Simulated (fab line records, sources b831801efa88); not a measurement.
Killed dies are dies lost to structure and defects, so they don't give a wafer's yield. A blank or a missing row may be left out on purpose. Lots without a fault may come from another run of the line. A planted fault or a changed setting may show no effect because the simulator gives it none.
One fault seen from 2 desks | flow gf180mcu | each desk has only its own numbers; what lay behind them comes last

THE METROLOGY DESK
What the gauges read, lot by lot, whatever tool the lot ran on: means of the sampled wafers that have a number. A lot is out of limits, marked OUT, if its mean lies more than 4 standard deviations from the usual mean; the brackets give that distance.
Columns: A = cd_nm at GF_POLY_GATE_CD_MEAS_10, usual 280.0 nm; B = HV_LDD_02_OVL at GF_HV_LDD_OVL_MEAS_32, usual 0.1 nm
lot  | first seen here | A               | B
L534 | day 9 04:58     | 278.1           | 0.5
L536 | day 9 20:47     | 280.5           | -1.9
L538 | day 10 09:50    | 280.2           | -0.1
L539 | day 10 16:47    | 280.2           | -0.5
L540 | day 10 23:14    | 281.3           | 0.6
L541 | day 11 07:56    | 280.3           | 0.5
L542 | day 11 15:59    | 280.3           | -1.3
L546 | day 12 21:20    | 259.4 (-21) OUT | 2.8
L547 | day 13 00:59    | 240.8 (-40) OUT | 0.5
L548 | day 13 08:31    | 258.3 (-22) OUT | -0.8
L555 | day 15 16:45    | 279.7           | 0.6
L556 | day 15 22:23    | 278.3           | -0.8
L557 | day 16 10:13    | 280.0           | 1.3
This desk's finding: out of limits on L546, L547, L548; first on L546, day 12 21:20 (cd_nm at GF_POLY_GATE_CD_MEAS_10). In limits: L534, L536, L538, L539, L540, L541, L542, L555, L556, L557.

THE TOOL OWNER'S DESK: krf_scanner-02
The tool's own readings at GF_POLY_GATE_EXPOSE_07 (exposes mask Poly2, target cd 280 nm): means of the sampled wafers that have a number, for each lot that ran on this tool. A lot is out of limits, marked OUT, if its mean lies more than 4 standard deviations from the usual mean; the brackets give that distance.
Columns: A = exposure_dose_mJ_cm2 at GF_POLY_GATE_EXPOSE_07, usual 27.98
lot  | first seen here | A
L534 | day 8 20:10     | 27.99
L536 | day 9 12:31     | 28.00
L538 | day 10 01:05    | 27.99
L540 | day 10 13:55    | 27.94
L541 | day 10 23:02    | 27.97
L546 | day 12 11:45    | 27.96
L547 | day 12 14:44    | 27.99
L548 | day 12 23:10    | 27.95
L555 | day 15 05:32    | 28.03
This desk's finding: nothing out of limits on any of the 9 lots.

PUT TOGETHER
The metrology desk could have raised an alarm at day 12 21:20, on L546, L547, L548.
The tool owner's desk saw nothing out of limits.
The tool owner's desk has L546, L547, L548 on record, within its limits.
Of the lots named, all ran GF_POLY_GATE_EXPOSE_07 on krf_scanner-02.

WHAT THE SIMULATOR HAD PUT IN
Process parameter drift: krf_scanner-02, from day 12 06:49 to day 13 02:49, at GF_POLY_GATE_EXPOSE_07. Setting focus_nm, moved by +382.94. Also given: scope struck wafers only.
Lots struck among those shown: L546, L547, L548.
Hours from the fault's start to each desk's first reading out of limits: the metrology desk, 15.
